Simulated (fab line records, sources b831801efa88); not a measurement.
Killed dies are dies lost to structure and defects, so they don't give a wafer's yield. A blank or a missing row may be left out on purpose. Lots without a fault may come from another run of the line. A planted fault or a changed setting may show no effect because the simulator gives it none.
A struck lot beside a sound one | flow sky130 | 22 steps out of a route of 708
Sound: wafers L875.2, L875.3, L875.4. Struck: wafer L868.6. (L868.1 of the same lot was not struck and is left out.) The cause comes at the end.
At each step with rows: each side's tool, then ch and its chambers, then its first start. Under that, the readings that differ: sound wafers | struck wafers | difference of the means | sigmas: that difference in standard deviations of wafers without a fault.
alike: readings whose means differ by less than 2 such deviations, and words and numbers that are the same on both sides. not compared: withheld readings, readings that some wafer has no value for, bounds like >300 that may hide the same value, and numbers for which the record gives no deviation and whose values overlap.
The two part at a step that has a row with sigmas, a row that says differs or no value, or rows on one side only. Numbers that don't overlap but have no deviation are shown without sigmas and don't part them. A reading that every wafer of one side lacks parts them only if that side has two wafers or more.

first, 4 steps without rows for these wafers: SKY_NWELL_SOFTBAKE_06; SKY_NWELL_EXPOSE_07 (exposes mask NWM, target cd 840 nm); SKY_NWELL_PEB_08; SKY_NWELL_DEVELOP_09 (develop time 60 s).
SKY_NWELL_OVL_MEAS_10:
  sound on overlay-02, day 8 12:23; struck on overlay-01, day 6 23:31
  reading           | sound         | struck | difference | sigmas
  NWELL_00_OVL (nm) | -2.3 -0.9 0.8 | 3.1    | +3.9       | +2
then, 3 steps without rows for these wafers: SKY_NWELL_IMPLANT_11; SKY_NWELL_IMPLANT_12; SKY_NWELL_IMPLANT_13.
SKY_NWELL_STRIP_14: strips in O2/N2.
  sound on plasma_asher-03 ch 0,1, day 8 12:52; struck on plasma_asher-04 ch 1, day 7 00:00
  reading                      | sound             | struck | difference | sigmas
  strip_time_to_endpoint_s (s) | 37.10 37.11 37.10 | 36.87  | -0.23      | -2
  alike: drypump_motor_current_A, oes_product_au
  not compared: rf_hours_counter_h
SKY_NWELL_TW_MEAS_15:
  sound on film_metro-04, day 8 12:58; struck on film_metro-01, day 7 00:06
  alike: NWELL_TW
then, 2 steps without rows for these wafers: SKY_NWELL_DEHYDRATE_16 (time 60 s); SKY_NWELL_HMDS_17 (prime time 60 s).
SKY_NWELL_COAT_18: resist thk 3000 nm.
  sound on litho_track-01 ch 0, day 8 22:49; struck on litho_track-02 ch 0, day 7 09:01
  reading                                 | sound          | struck | difference | sigmas
  model.coat_of_NWELL_COAT_18.thk_nm (nm) | 3002 2993 3001 | 1799   | -1200      |
  alike: exhaust_pa
then, 3 steps without rows for these wafers: SKY_NWELL_SOFTBAKE_19; SKY_NWELL_EXPOSE_20 (exposes mask NWM COMPLEMENT, target cd 840 nm); SKY_NWELL_PEB_21.
SKY_NWELL_DEVELOP_22: develop time 60 s.
  sound on litho_track-02 ch 0; struck on litho_track-02 ch 0
  reading                                 | sound          | struck | difference | sigmas
  model.coat_of_NWELL_COAT_18.thk_nm (nm) | 2998 2989 2997 | 1794   | -1201      |
  alike: exhaust_pa
SKY_NWELL_OVL_MEAS_23:
  sound on overlay-01, day 9 09:05; struck on overlay-01, day 7 18:55
  alike: NWELL_01_OVL
then, 1 step without rows for these wafers: SKY_NWELL_IMPLANT_24.
SKY_NWELL_STRIP_25: strips in O2/N2.
  sound on plasma_asher-03 ch 0,1, day 9 09:16; struck on plasma_asher-01 ch 1, day 7 19:07
  reading                      | sound             | struck | difference | sigmas
  strip_time_to_endpoint_s (s) | 36.95 36.84 36.94 | 22.98  | -13.93     | -99 or more
  alike: drypump_motor_current_A, oes_product_au
  not compared: rf_hours_counter_h
SKY_NWELL_TW_MEAS_26:
  sound on film_metro-04, day 9 09:22; struck on film_metro-04, day 7 19:13
  alike: NWELL_2_TW
-- the record jumps here: 40 days lie between the struck wafers' starts before and after (it left off in module NWELL and takes up again in module PAD_OPEN, whose first step shown is number 708 of the route) --
SKY_PAD_OPEN_PROBE_99:
  sound on prober-02, day 49 08:53; struck on prober-02, day 48 00:54
  reading                                 | sound                         | struck    | difference | sigmas
  model.etest.nfet_16v.r_on_ohm_um        | 1.415e+04 1.401e+04 1.411e+04 | 1.449e+04 | +4.000e+02 |
  model.etest.pfet_16v.r_on_ohm_um        | 1.559e+04 1.519e+04 1.564e+04 | 1.506e+04 | -4.133e+02 |
  model.etest.res_iso_pwell.width_nm (nm) | 2640 2647 2636                | 2730      | +89        |
  model.etest.res_nwell.width_nm (nm)     | 846.3 839.9 840.7             | 799.9     | -42.4      |
  model.etest.pfet_16v.drive_ua_um        | 243 248.2 245                 | 249.8     | +4.4       |
  alike: killed_at_M0_to_M3, killed_at_M4_up, killed_at_contacts, killed_at_front_end, killed_at_other, killed_dies, killed_open, killed_short

WHERE THEY PART
First at SKY_NWELL_OVL_MEAS_10; last, within this record, at SKY_NWELL_STRIP_25. Later steps at which nothing parts them and some readings are alike: SKY_NWELL_TW_MEAS_26, SKY_PAD_OPEN_PROBE_99.

WHY: what the simulator had put in
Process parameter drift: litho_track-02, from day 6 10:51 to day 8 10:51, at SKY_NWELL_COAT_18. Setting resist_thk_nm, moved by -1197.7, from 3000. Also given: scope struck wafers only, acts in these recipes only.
